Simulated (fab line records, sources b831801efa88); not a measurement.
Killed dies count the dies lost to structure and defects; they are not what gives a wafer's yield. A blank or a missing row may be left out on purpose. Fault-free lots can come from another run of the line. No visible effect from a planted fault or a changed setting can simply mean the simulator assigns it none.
What tool caused it?	flow sky130	14 lots with 40 wafers sampled at 2 steps, on a route of 708 steps

## WHAT THE GAUGES READ, wafer by wafer
The record lacks any reading of a measuring or inspecting step that a usual standard deviation could be used to judge.

## TOOL THAT RAN EACH LOT (tool first, then ch and the chambers of the sampled wafers, then the start)
lot	SKY_VT_ADJUST_NCORE_SOFTBAKE_03	SKY_PAD_OPEN_PROBE_99
L120	litho_track-03 ch 0, day 8 04:41	-
L121	litho_track-04 ch 0, day 8 13:40	-
L122	litho_track-03 ch 0, day 8 19:20	-
L123	litho_track-02 ch 0, day 9 02:14	-
L124	litho_track-03 ch 0, day 9 07:20	-
L128	litho_track-03 ch 0, day 11 05:05	-
L127	litho_track-02 ch 0, day 11 05:14	-
L129	litho_track-04 ch 0, day 11 08:49	-
L130	litho_track-04 ch 0, day 11 14:37	-
L132	litho_track-03 ch 0, day 12 06:54	prober-02, day 49 14:14
L133	litho_track-04 ch 0, day 12 08:22	prober-02, day 49 13:44
L135	litho_track-02 ch 0, day 12 20:49	-
L136	litho_track-03 ch 0, day 13 01:08	-
L137	litho_track-03 ch 0, day 13 11:35	-
- SKY_VT_ADJUST_NCORE_SOFTBAKE_03: time 60 s.
- SKY_PAD_OPEN_PROBE_99

## WHAT THE TOOLS THEMSELVES READ (means of the sampled wafers that have a number; where no wafer has one, the mark that the record gives instead)
SKY_VT_ADJUST_NCORE_SOFTBAKE_03.
lot	tool	heater_power_total_W (W)	run_length_s (s)
L120	litho_track-03	56.66	88.84
L121	litho_track-04	56.59	88.88
L122	litho_track-03	56.58	88.80
L123	litho_track-02	56.57	89.42
L124	litho_track-03	56.61	88.84
L128	litho_track-03	56.62	88.88
L127	litho_track-02	56.60	89.29
L129	litho_track-04	56.60	88.80
L130	litho_track-04	56.61	88.79
L132	litho_track-03	56.63	88.85
L133	litho_track-04	56.59	88.82
L135	litho_track-02	56.57	89.30
L136	litho_track-03	57.71	85.43
L137	litho_track-03	57.77	85.36

SKY_PAD_OPEN_PROBE_99.
lot	tool	killed_at_M0_to_M3	killed_at_M4_up	killed_at_contacts	killed_at_front_end	killed_at_other	killed_dies	killed_open	killed_short
L132	prober-02	34	3.0	28	8	0.0	73	40	33
L133	prober-02	51	5.0	23	15	0.7	95	52	42

## THE ANSWER, worked out from the rows above alone
Rule: the lots themselves supply what counts as usual. The widest of any qualifying gaps counts: lots, ordered by their means at a reading, are off when they make up no more than a third of the lots, leave a main group of 4 or more, and stand apart from it by 3 or more times the standard deviation of that group's means. The tables above print the reading to a certain number of digits; a main group whose means all agree to those digits is not used. A lot without any number at a reading at which 4 lots or more have one is off too. Where the step has rows for the other lots, those lots are counted as sound. First the gauges in route order, then the tools' own readings, where a lot's mean is used as printed above. At the first step where some lot is off, the reading lying furthest off is the one used; lots without a number count as furthest.
Off: L136, L137 (SKY_VT_ADJUST_NCORE_SOFTBAKE_03, heater_power_total_W). Mean 56.60 W and standard deviation 0.025 in the main group.
If a tool, at that step or one of the process steps before it, ran each lot that is off and ran no sound lot following the first of them, it fits. One fits: litho_track-03 at SKY_VT_ADJUST_NCORE_SOFTBAKE_03. A fault onset in the window from L132 (day 12 06:54, its last sound lot) to L136 (day 13 01:08, its first lot off) fits.
The tool's own readings at SKY_VT_ADJUST_NCORE_SOFTBAKE_03 bear it out: on the lots that are off they differ by more than 5 times the standard deviation of the sound lots' means. heater_power_total_W reads 57.74 W there against 56.60 W on the sound lots; run_length_s reads 85.40 s there against 88.96 s on the sound lots.

## WHAT THE SIMULATOR PUT IN
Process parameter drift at SKY_VT_ADJUST_NCORE_SOFTBAKE_03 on litho_track-03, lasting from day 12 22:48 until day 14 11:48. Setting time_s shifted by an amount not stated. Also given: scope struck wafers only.
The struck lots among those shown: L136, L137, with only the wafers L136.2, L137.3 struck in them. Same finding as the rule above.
